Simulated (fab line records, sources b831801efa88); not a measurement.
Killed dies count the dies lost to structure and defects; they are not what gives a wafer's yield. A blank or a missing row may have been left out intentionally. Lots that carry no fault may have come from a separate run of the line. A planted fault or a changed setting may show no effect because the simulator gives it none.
fab line records	flow sky130
[record] lots = 5	wafers = 15	lastDay = 50
route steps=708 shown RES_XHIGH@333 SD_N@342 SD_P@359 SALICIDE@361 LI_CONTACT@362
lots with no fault: from the same line, run without faults
startH: hours from the record's first day to the start of the lot's first wafer shown	waitH: hours elapsed since this lot's preceding step	" unchanged from the row above	L1.1+2: several wafers, shown together as one row	- no value present, or no start provided	* or withheld: withheld	< > ~ a bound
route shown NAME@n: names a module that has steps shown in the file, with the first one's number in the route	usual: mean and standard deviation over wafers with no fault	same: alike in all rows	chamber/n: place in a boat	sites: the reading at each site	_std_site: standard deviation across them	_edge_site: the outer-site mean with the inner-site mean subtracted	radiusMm: how far each site lies from the wafer's centre	mask NAME#n: copy n	behind: the tool/chamber that last shaped the wafer	hold: why the lot was held/for how many hours/how that ended	device: names the non-switching transistor (n, p or np)	end of line: the route-end tests of the same wafers	a step without rows: its recipe alone	killed: the dies lost at the first sort to structure and to defects; this is not the yield of the wafer	map: the dies of a wafer, with x for killed, . for not killed, _ for no die there
set.NAME: the setting that was run; set.NAME@STEP: the one run at that earlier step	model.NAME: the simulator's own value behind a step, which no gauge read
a table for each step, a row for each wafer; lots at some steps of the route
services: a tool's chamber out of use, with start hour (startH, from the record's first day; less than 0 if before it), hours out, and reason
[[steps]]
[step SKY_RES_XHIGH_HMDS_01]
[recipe] primeTimeS = 60	primeTempC = 120
lot.wafer	tool	chamber	startH	waitH
L074.1+3+6	lithoTrack-01	0	598.57	0.1
L087.4+5+6	lithoTrack-02	0	710.46	0.1
L089.2+4+6	lithoTrack-04	0	732.47	0.1
L093.1+3+4	lithoTrack-01	0	753.92	0.1
L097.2+3+5	lithoTrack-04	0	780.12	0.1
[step SKY_RES_XHIGH_COAT_02]
[recipe] resist = NOVOLAK	spinRpm = 3000	resistThkNm = 1140
lot.wafer	tool	chamber	startH	waitH
L074.1+3+6	lithoTrack-01	0	598.72	0.1
L087.4+5+6	lithoTrack-02	0	710.61	0.1
L089.2+4+6	lithoTrack-04	0	732.62	0.1
L093.1+3+4	lithoTrack-01	0	754.07	0.1
L097.2+3+5	lithoTrack-04	0	780.27	0.1
[step SKY_RES_XHIGH_SOFTBAKE_03]
[recipe] tempC = 90	timeS = 60	resist = NOVOLAK
lot.wafer	tool	chamber	startH	waitH
L074.1+3+6	lithoTrack-01	0	598.87	0.1
L087.4+5+6	lithoTrack-02	0	710.76	0.1
L089.2+4+6	lithoTrack-04	0	732.77	0.1
L093.1+3+4	lithoTrack-01	0	754.22	0.1
L097.2+3+5	lithoTrack-04	0	780.42	0.1
[step SKY_RES_XHIGH_EXPOSE_04]
[recipe] maskId = URPM	na = 0.6	sourceShape = conventional	sigmaOuter = 0.6	polarization = unpolarized	targetCdNm = 1270	doseMj = 140
[same] sigmaOuter = 0.6
lot.wafer	tool	chamber	startH	waitH	mask
L074.1+3+6	ilineStepper-01	0	-	-	URPM#0
L087.4+5+6	ilineStepper-01	0	-	-	URPM#0
L089.2+4+6	ilineStepper-02	0	-	-	URPM#0
L093.1+3+4	ilineStepper-01	0	-	-	URPM#0
L097.2+3+5	ilineStepper-02	0	-	-	URPM#0
[step SKY_RES_XHIGH_PEB_05]
[recipe] tempC = withheld	timeS = *	resist = NOVOLAK
lot.wafer	tool	chamber	startH	waitH
L074.1+3+6	lithoTrack-02	0	-	-
L087.4+5+6	lithoTrack-04	0	-	-
L089.2+4+6	lithoTrack-04	0	-	-
L093.1+3+4	lithoTrack-01	0	-	-
L097.2+3+5	lithoTrack-02	0	-	-
[step SKY_RES_XHIGH_DEVELOP_06]
[recipe] resist = NOVOLAK	developer = TMAH	developTimeS = 60	devTempC = 23
lot.wafer	tool	chamber	startH	waitH
L074.1+3+6	lithoTrack-02	0	613.44	0.1
L087.4+5+6	lithoTrack-04	0	724.47	0.1
L089.2+4+6	lithoTrack-04	0	746.32	0.1
L093.1+3+4	lithoTrack-01	0	767.42	0.1
L097.2+3+5	lithoTrack-02	0	793.36	0.1
[step SKY_RES_XHIGH_IMPLANT_07]
[recipe] species = BF2	energyKev = 20	doseCm2 = 3.6e+14	tiltDeg = 0
[usual] faradayCurrentUA = 485/37
lot.wafer	tool	chamber	startH	waitH	faradayCurrentUA
L074.1	implanter-04	0	613.59	0.1	522
L074.3	"	0	"	"	528
L074.6	"	0	"	"	519
L087.4	implanter-03	0	724.62	0.1	479
L087.5	"	0	"	"	500
L087.6	"	0	"	"	479
L089.2	implanter-02	0	746.47	0.1	441
L089.4	"	0	"	"	424
L089.6	"	0	"	"	424
L093.1	implanter-03	0	767.57	0.1	494
L093.3	"	0	"	"	491
L093.4	"	0	"	"	486
L097.2	implanter-02	0	793.51	0.1	425
L097.3	"	0	"	"	424
L097.5	"	0	"	"	441
[step SKY_RES_XHIGH_STRIP_08]
[recipe] chemistry = O2/N2	powerW = 1400	pressureMtorr = 1500	platenTempC = withheld	o2FlowSccm = 3000	n2FlowSccm = 300	overashFraction = 0.5
[usual] drypumpMotorCurrentA = 5.7/0.37	oesProductAu = 0.711/0.0048	stripTimeToEndpointS = 14.29/0.043
lot.wafer	tool	chamber	startH	waitH	drypumpMotorCurrentA	oesProductAu	rfHoursCounterH	stripTimeToEndpointS
L074.1	plasmaAsher-01	0	613.74	0.1	5.9	0.714	90	14.27
L074.3	"	1	"	"	5.4	0.716	-	14.24
L074.6	"	0	"	"	5.9	0.713	-	14.22
L087.4	plasmaAsher-03	1	724.72	0.1	6.4	0.715	-	14.28
L087.5	"	0	"	"	5.5	0.710	-	14.29
L087.6	"	1	"	"	6.4	0.714	-	14.33
L089.2	plasmaAsher-04	0	746.59	0.1	5.6	0.715	65	14.39
L089.4	"	1	"	"	5.5	0.707	-	14.36
L089.6	"	1	"	"	5.6	0.712	-	14.37
L093.1	plasmaAsher-03	0	767.72	0.1	5.5	0.703	90	14.19
L093.3	"	0	"	"	5.5	0.705	-	14.20
L093.4	"	1	"	"	6.4	0.715	-	14.25
L097.2	plasmaAsher-04	1	793.64	0.1	5.5	0.718	69	14.27
L097.3	"	1	"	"	5.5	0.710	-	14.30
L097.5	"	0	"	"	5.6	0.713	-	14.34
[step SKY_RES_XHIGH_TW_MEAS_09]
[usual] RES_XHIGH_TW = 1634/7.3
lot.wafer	tool	chamber	startH	waitH	RES_XHIGH_TW
L074.1	filmMetro-04	-	613.84	0.1	1641
L074.3	"	-	"	"	1646
L074.6	"	-	"	"	1649
L087.4	filmMetro-04	-	724.82	0.1	1634
L087.5	"	-	"	"	1633
L087.6	"	-	"	"	1635
L089.2	filmMetro-03	-	746.70	0.1	1649
L089.4	"	-	"	"	1643
L089.6	"	-	"	"	1638
L093.1	filmMetro-04	-	767.82	0.1	1638
L093.3	"	-	"	"	1630
L093.4	"	-	"	"	1629
L097.2	filmMetro-04	-	793.75	0.1	1642
L097.3	"	-	"	"	1638
L097.5	"	-	"	"	1620
[step SKY_SD_N_DEHYDRATE_00]
[recipe] tempC = 200	timeS = 60
lot.wafer	tool	chamber	startH	waitH
L074.1+3+6	lithoTrack-03	0	626.29	12.4
L087.4+5+6	lithoTrack-03	0	736.86	12.0
L089.2+4+6	lithoTrack-03	0	759.47	12.8
L093.1+3+4	lithoTrack-01	0	781.17	13.3
L097.2+3+5	lithoTrack-02	0	806.71	13.0
[step SKY_SD_N_HMDS_01]
[recipe] primeTimeS = 60	primeTempC = 120
lot.wafer	tool	chamber	startH	waitH
L074.1+3+6	lithoTrack-03	0	626.44	0.1
L087.4+5+6	lithoTrack-03	0	737.01	0.1
L089.2+4+6	lithoTrack-03	0	759.62	0.1
L093.1+3+4	lithoTrack-01	0	781.32	0.1
L097.2+3+5	lithoTrack-02	0	806.86	0.1
[step SKY_SD_N_COAT_02]
[recipe] resist = NOVOLAK	spinRpm = 3000	resistThkNm = 1140
lot.wafer	tool	chamber	startH	waitH
L074.1+3+6	lithoTrack-03	0	626.59	0.1
L087.4+5+6	lithoTrack-03	0	737.16	0.1
L089.2+4+6	lithoTrack-03	0	759.77	0.1
L093.1+3+4	lithoTrack-01	0	781.47	0.1
L097.2+3+5	lithoTrack-02	0	807.01	0.1
[step SKY_SD_N_SOFTBAKE_03]
[recipe] tempC = 90	timeS = 60	resist = NOVOLAK
lot.wafer	tool	chamber	startH	waitH
L074.1+3+6	lithoTrack-03	0	626.74	0.1
L087.4+5+6	lithoTrack-03	0	737.31	0.1
L089.2+4+6	lithoTrack-03	0	759.92	0.1
L093.1+3+4	lithoTrack-01	0	781.62	0.1
L097.2+3+5	lithoTrack-02	0	807.16	0.1
[step SKY_SD_N_EXPOSE_04]
[recipe] maskId = NSDM	na = 0.6	sourceShape = conventional	sigmaOuter = 0.6	polarization = unpolarized	targetCdNm = 380	doseMj = 141
[same] sigmaOuter = 0.6
lot.wafer	tool	chamber	startH	waitH	mask
L074.1+3+6	ilineStepper-01	0	-	-	NSDM#0
L087.4+5+6	ilineStepper-01	0	-	-	NSDM#0
L089.2+4+6	ilineStepper-02	0	-	-	NSDM#0
L093.1+3+4	ilineStepper-02	0	-	-	NSDM#0
L097.2+3+5	ilineStepper-01	0	-	-	NSDM#0
[step SKY_SD_N_PEB_05]
[recipe] tempC = withheld	timeS = *	resist = NOVOLAK
lot.wafer	tool	chamber	startH	waitH
L074.1+3+6	lithoTrack-01	0	-	-
L087.4+5+6	lithoTrack-01	0	-	-
L089.2+4+6	lithoTrack-03	0	-	-
L093.1+3+4	lithoTrack-01	0	-	-
L097.2+3+5	lithoTrack-03	0	-	-
[step SKY_SD_N_DEVELOP_06]
[recipe] resist = NOVOLAK	developer = TMAH	developTimeS = 60	devTempC = 23
lot.wafer	tool	chamber	startH	waitH
L074.1+3+6	lithoTrack-01	0	641.77	0.1
L087.4+5+6	lithoTrack-01	0	751.20	0.1
L089.2+4+6	lithoTrack-03	0	772.67	0.1
L093.1+3+4	lithoTrack-01	0	794.32	0.1
L097.2+3+5	lithoTrack-03	0	819.97	0.1
[step SKY_SD_N_CD_MEAS_07]
[recipe] targetCdNm = 380
[usual] cdNm = 380/3.3
lot.wafer	tool	chamber	startH	waitH	cdNm
L074.1	cdSem-02	-	641.92	0.1	383
L074.3	"	-	"	"	382
L074.6	"	-	"	"	383
L087.4	cdSem-01	-	751.33	0.1	379
L087.5	"	-	"	"	378
L087.6	"	-	"	"	378
L089.2	cdSem-01	-	772.81	0.1	381
L089.4	"	-	"	"	384
L089.6	"	-	"	"	382
L093.1	cdSem-01	-	794.47	0.1	381
L093.3	"	-	"	"	381
L093.4	"	-	"	"	380
L097.2	cdSem-02	-	820.11	0.1	385
L097.3	"	-	"	"	386
L097.5	"	-	"	"	383
[step SKY_SD_N_OVL_MEAS_08]
[usual] SD_N_OVL = 0.7/1.5
lot.wafer	tool	chamber	startH	waitH	SD_N_OVL[nm]
L074.1	overlay-02	-	642.04	0.1	1.7
L074.3	"	-	"	"	0.8
L074.6	"	-	"	"	2.0
L087.4	overlay-02	-	751.41	0.1	1.3
L087.5	"	-	"	"	-0.6
L087.6	"	-	"	"	-0.8
L089.2	overlay-01	-	772.92	0.1	0.4
L089.4	"	-	"	"	0.3
L089.6	"	-	"	"	0.4
L093.1	overlay-01	-	794.59	0.1	0.0
L093.3	"	-	"	"	0.3
L093.4	"	-	"	"	-0.3
L097.2	overlay-02	-	820.22	0.1	1.4
L097.3	"	-	"	"	1.2
L097.5	"	-	"	"	0.1
[step SKY_SD_N_IMPLANT_09]
[recipe] species = As	energyKev = 50	doseCm2 = 4e+15	tiltDeg = 0
[usual] faradayCurrentUA = 11160/1100
lot.wafer	tool	chamber	startH	waitH	faradayCurrentUA
L074.1	implanter-04	0	642.08	0.0	12355
L074.3	"	0	"	"	12046
L074.6	"	0	"	"	11993
L087.4	implanter-04	0	751.50	0.1	11813
L087.5	"	0	"	"	12265
L087.6	"	0	"	"	12550
L089.2	implanter-01	0	772.97	0.0	11449
L089.4	"	0	"	"	11588
L089.6	"	0	"	"	11327
L093.1	implanter-02	0	794.63	0.0	10184
L093.3	"	0	"	"	10085
L093.4	"	0	"	"	9631
L097.2	implanter-04	0	820.27	0.0	12388
L097.3	"	0	"	"	12342
L097.5	"	0	"	"	12100
[step SKY_SD_N_IMPLANT_10]
[recipe] species = P	energyKev = 20	doseCm2 = 1e+14	tiltDeg = 0
[usual] faradayCurrentUA = 488/48
lot.wafer	tool	chamber	startH	waitH	faradayCurrentUA
L074.1	implanter-04	0	642.23	0.1	537
L074.3	"	0	"	"	544
L074.6	"	0	"	"	554
L087.4	implanter-04	0	751.65	0.1	544
L087.5	"	0	"	"	550
L087.6	"	0	"	"	541
L089.2	implanter-01	0	773.12	0.1	501
L089.4	"	0	"	"	486
L089.6	"	0	"	"	492
L093.1	implanter-02	0	794.78	0.1	433
L093.3	"	0	"	"	437
L093.4	"	0	"	"	439
L097.2	implanter-04	0	820.42	0.1	542
L097.3	"	0	"	"	541
L097.5	"	0	"	"	550
[step SKY_SD_N_STRIP_11]
[recipe] chemistry = O2/N2	powerW = 1400	pressureMtorr = 1500	platenTempC = withheld	o2FlowSccm = 3000	n2FlowSccm = 300	overashFraction = 0.5
[usual] drypumpMotorCurrentA = 5.36/0.29	oesProductAu = 0.528/0.0044	stripTimeToEndpointS = 22.55/0.041
lot.wafer	tool	chamber	startH	waitH	drypumpMotorCurrentA	oesProductAu	rfHoursCounterH	stripTimeToEndpointS
L074.1	plasmaAsher-02	0	642.43	0.2	5.08	0.528	20	22.49
L074.3	"	1	"	"	5.02	0.523	-	22.52
L074.6	"	1	"	"	5.01	0.526	-	22.51
L087.4	plasmaAsher-01	1	751.76	0.1	5.37	0.531	-	22.58
L087.5	"	0	"	"	5.89	0.520	-	22.60
L087.6	"	1	"	"	5.35	0.527	-	22.57
L089.2	plasmaAsher-02	1	773.25	0.1	5.01	0.531	33	22.58
L089.4	"	0	"	"	5.10	0.516	-	22.58
L089.6	"	1	"	"	5.00	0.526	-	22.55
L093.1	plasmaAsher-04	0	794.93	0.1	5.54	0.525	69	22.50
L093.3	"	0	"	"	5.54	0.527	-	22.55
L093.4	"	1	"	"	5.51	0.521	-	22.58
L097.2	plasmaAsher-01	0	820.55	0.1	5.91	0.535	8	22.61
L097.3	"	1	"	"	5.38	0.529	-	22.65
L097.5	"	0	"	"	5.90	0.528	-	22.58
[step SKY_SD_N_TW_MEAS_12]
[usual] SD_N_TW = 3972/23
lot.wafer	tool	chamber	startH	waitH	SD_N_TW
L074.1	filmMetro-01	-	642.53	0.1	3963
L074.3	"	-	"	"	3952
L074.6	"	-	"	"	3972
L087.4	filmMetro-03	-	751.86	0.1	4041
L087.5	"	-	"	"	4022
L087.6	"	-	"	"	4018
L089.2	filmMetro-03	-	773.36	0.1	3983
L089.4	"	-	"	"	3993
L089.6	"	-	"	"	3994
L093.1	filmMetro-03	-	795.03	0.1	3974
L093.3	"	-	"	"	3989
L093.4	"	-	"	"	3974
L097.2	filmMetro-04	-	820.66	0.1	3977
L097.3	"	-	"	"	3955
L097.5	"	-	"	"	3983
[step SKY_SD_N_CLEAN_13]
[recipe] chemistry = SC1/SC2	mix = 1:4:20	tempC = 70	timeS = 150	dry = n2Spin
lot.wafer	tool	chamber	startH	waitH
L074.1+3+6	wetBench-01	0	642.60	0.1
L087.4+5+6	wetBench-02	2	751.89	0.0
L089.2+4+6	wetBench-02	0	773.41	0.0
L093.1+3+4	wetBench-02	3	795.09	0.1
L097.2+3+5	wetBench-01	3	820.71	0.0
[step SKY_SD_N_RTA_14]
[recipe] tempC = 1075	timeS = 2	idleTempC = 650	rampUpCPerS = 150	rampDownCPerS = 90	ambient = N2
[usual] lampPowerPct = 15.73/0.053	rampUpCPerS = 150.00/0.029	wafer_temp_C_max = 1078.2/1.3
lot.wafer	tool	chamber	startH	waitH	lampPowerPct	rampUpCPerS	wafer_temp_C_max
L074.1	rtpAnneal-01	0	642.65	0.0	15.69	150.00	1078.7
L074.3	"	0	"	"	15.79	149.99	1077.6
L074.6	"	0	"	"	15.71	150.00	1079.6
L087.4	rtpAnneal-02	0	751.97	0.0	15.83	149.98	1078.2
L087.5	"	0	"	"	15.73	150.01	1076.0
L087.6	"	0	"	"	15.71	150.01	1078.6
L089.2	rtpAnneal-02	0	773.46	0.0	15.68	150.02	1080.7
L089.4	"	0	"	"	15.82	149.98	1080.0
L089.6	"	0	"	"	15.70	150.06	1076.5
L093.1	rtpAnneal-02	0	795.20	0.0	15.71	149.94	1076.9
L093.3	"	0	"	"	15.76	150.03	1080.0
L093.4	"	0	"	"	15.75	150.03	1080.4
L097.2	rtpAnneal-02	0	820.77	0.0	15.69	150.01	1076.8
L097.3	"	0	"	"	15.70	150.01	1079.4
L097.5	"	0	"	"	15.82	150.03	1077.5
[step SKY_SD_N_RS_MEAS_16]
[recipe] thkMeasGauge = four-point-probe
[usual] SD_N_RS = 68.56/0.11
lot.wafer	tool	chamber	startH	waitH	SD_N_RS[ohm/sq]
L074.1	filmMetro-04	-	642.82	0.1	68.59
L074.3	"	-	"	"	68.62
L074.6	"	-	"	"	68.48
L087.4	filmMetro-01	-	752.18	0.1	68.58
L087.5	"	-	"	"	68.56
L087.6	"	-	"	"	68.60
L089.2	filmMetro-01	-	773.65	0.1	68.55
L089.4	"	-	"	"	68.64
L089.6	"	-	"	"	68.51
L093.1	filmMetro-01	-	795.37	0.1	68.49
L093.3	"	-	"	"	68.56
L093.4	"	-	"	"	68.61
L097.2	filmMetro-01	-	820.95	0.1	68.55
L097.3	"	-	"	"	68.79
L097.5	"	-	"	"	68.68
[step SKY_SD_N_RS_MEAS_17]
[recipe] thkMeasGauge = four-point-probe
[usual] SD_P_RS = 147.1/0.36
lot.wafer	tool	chamber	startH	waitH	SD_P_RS[ohm/sq]
L074.1	filmMetro-04	-	642.94	0.1	147.3
L074.3	"	-	"	"	146.9
L074.6	"	-	"	"	146.8
L087.4	filmMetro-01	-	752.30	0.1	146.4
L087.5	"	-	"	"	146.9
L087.6	"	-	"	"	146.9
L089.2	filmMetro-01	-	773.77	0.1	147.0
L089.4	"	-	"	"	147.0
L089.6	"	-	"	"	147.0
L093.1	filmMetro-01	-	795.49	0.1	147.3
L093.3	"	-	"	"	147.2
L093.4	"	-	"	"	147.4
L097.2	filmMetro-01	-	821.07	0.1	147.0
L097.3	"	-	"	"	147.6
L097.5	"	-	"	"	147.7
[step SKY_SD_N_RS_MEAS_18]
[recipe] thkMeasGauge = four-point-probe
[usual] RES_XHIGH_RS = 332.9/1.3
lot.wafer	tool	chamber	startH	waitH	RES_XHIGH_RS[ohm/sq]
L074.1	filmMetro-04	-	643.06	0.1	335.1
L074.3	"	-	"	"	334.6
L074.6	"	-	"	"	333.9
L087.4	filmMetro-01	-	752.42	0.1	331.5
L087.5	"	-	"	"	332.5
L087.6	"	-	"	"	331.1
L089.2	filmMetro-01	-	773.89	0.1	332.1
L089.4	"	-	"	"	333.0
L089.6	"	-	"	"	333.2
L093.1	filmMetro-01	-	795.61	0.1	330.4
L093.3	"	-	"	"	330.7
L093.4	"	-	"	"	331.9
L097.2	filmMetro-01	-	821.19	0.1	333.2
L097.3	"	-	"	"	333.5
L097.5	"	-	"	"	333.3
[step SKY_SALICIDE_CLEAN_00]
[recipe] chemistry = HF-last	timeS = 30	dilution = 100:1	dry = ipaMarangoni
lot.wafer	tool	chamber	startH	waitH
L074.1+3+6	wetBench-03	2	643.18	0.1
L087.4+5+6	wetBench-02	1	752.48	0.0
L089.2+4+6	wetBench-04	2	773.99	0.1
L093.1+3+4	wetBench-03	3	795.73	0.1
L097.2+3+5	wetBench-04	0	821.29	0.1
[step SKY_LI_CONTACT_HDPCVD_00]
[recipe] material = PSG	targetThkNm = 930	sigmaOpenFrac = 0.3	timeS = 155	tempC = 600	sih4FlowSccm = 60	pressureMtorr = 6
[usual] sih4FlowSccm = 59.98/0.16
lot.wafer	tool	chamber	startH	waitH	sih4FlowSccm
L074.1	hdpcvd-01	0	643.20	0.0	59.81
L074.3	"	1	"	"	59.76
L074.6	"	0	"	"	60.01
L087.4	hdpcvd-01	2	752.54	0.1	59.82
L087.5	"	1	"	"	59.96
L087.6	"	0	"	"	59.86
L089.2	hdpcvd-01	1	774.01	0.0	60.16
L089.4	"	1	"	"	60.06
L089.6	"	2	"	"	59.93
L093.1	hdpcvd-02	2	795.75	0.0	60.01
L093.3	"	0	"	"	59.99
L093.4	"	1	"	"	59.96
L097.2	hdpcvd-01	2	821.31	0.0	60.06
L097.3	"	0	"	"	60.23
L097.5	"	0	"	"	59.83
[step SKY_LI_CONTACT_THK_MEAS_01]
[recipe] reads = PSG_of_LI_CONTACT_HDPCVD_00
[usual] LI_CONTACT_HDPCVD_THK = 928/10
lot.wafer	tool	chamber	startH	waitH	LI_CONTACT_HDPCVD_THK[nm]
L074.1	filmMetro-03	-	643.31	0.1	932
L074.3	"	-	"	"	915
L074.6	"	-	"	"	935
L087.4	filmMetro-03	-	752.63	0.0	940
L087.5	"	-	"	"	941
L087.6	"	-	"	"	942
L089.2	filmMetro-04	-	774.12	0.1	917
L089.4	"	-	"	"	916
L089.6	"	-	"	"	942
L093.1	filmMetro-04	-	795.85	0.1	921
L093.3	"	-	"	"	931
L093.4	"	-	"	"	927
L097.2	filmMetro-03	-	821.42	0.1	940
L097.3	"	-	"	"	935
L097.5	"	-	"	"	934
[step SKY_LI_CONTACT_CMP_02]
[recipe] material = PSG	downForcePsi = 4	platenRpm = 60	padVelocityMS = 0.94248
[usual] headPressurePsi = 3.999/0.0077	motorCurrentA = 12.1/1.2	timeToEndpointS = 32.4/2.4
lot.wafer	tool	chamber	startH	waitH	headPressurePsi	motorCurrentA	timeToEndpointS
L074.3	cmp-01	3	643.42	0.1	4.008	11.7	30.3
L074.1	"	0	"	"	3.991	10.8	30.6
L074.6	"	3	"	"	4.021	11.2	29.8
L087.4	cmp-02	1	752.66	0.0	4.002	13.4	31.7
L087.6	"	1	"	"	4.005	12.9	31.6
L087.5	"	2	"	"	3.991	14.6	28.1
L089.2	cmp-02	1	774.17	0.0	3.993	13.6	32.8
L089.4	"	0	"	"	4.003	12.9	35.8
L089.6	"	2	"	"	3.990	14.2	34.4
L093.4	cmp-02	2	795.91	0.0	3.995	13.6	29.2
L093.3	"	3	"	"	3.999	10.8	32.3
L093.1	"	0	"	"	3.998	12.7	34.6
L097.2	cmp-01	2	821.54	0.1	4.005	11.4	36.8
L097.3	"	3	"	"	3.999	11.2	35.6
L097.5	"	2	"	"	4.005	11.8	36.6
[step SKY_LI_CONTACT_BOW_MEAS_03]
[recipe] mode = bow
[usual] LI_CONTACT_BOW = 55/7
lot.wafer	tool	chamber	startH	waitH	LI_CONTACT_BOW[um]
L074.1	filmMetro-04	-	643.67	0.1	51
L074.3	"	-	"	"	44
L074.6	"	-	"	"	57
L087.4	filmMetro-01	-	753.02	0.3	57
L087.5	"	-	"	"	59
L087.6	"	-	"	"	62
L089.2	filmMetro-01	-	774.49	0.3	59
L089.4	"	-	"	"	51
L089.6	"	-	"	"	51
L093.1	filmMetro-01	-	796.21	0.1	62
L093.3	"	-	"	"	55
L093.4	"	-	"	"	62
L097.2	filmMetro-03	-	821.81	0.2	40
L097.3	"	-	"	"	45
L097.5	"	-	"	"	47
[[services]]
tool	chamber	startH	hours	kind
cmp-02	-	577.24	4.5	repair
implanter-02	-	578.65	6.3	repair
implanter-04	-	581.51	3.0	pm
cmp-02	-	590.59	1.4	repair
cmp-02	-	593.96	5.1	pm
cmp-02	-	608.23	1.1	repair
plasmaAsher-01	-	615.63	0.5	repair
implanter-02	-	623.13	5.8	repair
plasmaAsher-04	-	664.30	10.0	repair
ilineStepper-01	-	667.41	8.9	pm
wetBench-02	-	669.19	4.4	pm
cmp-02	-	676.22	11.2	pm
plasmaAsher-04	-	696.76	2.3	repair
ilineStepper-01	-	702.12	1.7	pm
implanter-02	-	721.34	0.7	repair
implanter-02	-	725.98	3.9	pm
plasmaAsher-01	-	733.75	9.0	pm
ilineStepper-02	-	745.13	3.4	repair
implanter-02	-	750.75	7.6	repair
ilineStepper-02	-	752.20	1.7	pm
implanter-04	-	752.77	4.3	pm
implanter-04	-	788.29	1.4	repair
cmp-02	-	791.19	3.8	pm
implanter-04	-	794.58	6.6	pm
[[key]]
fault none
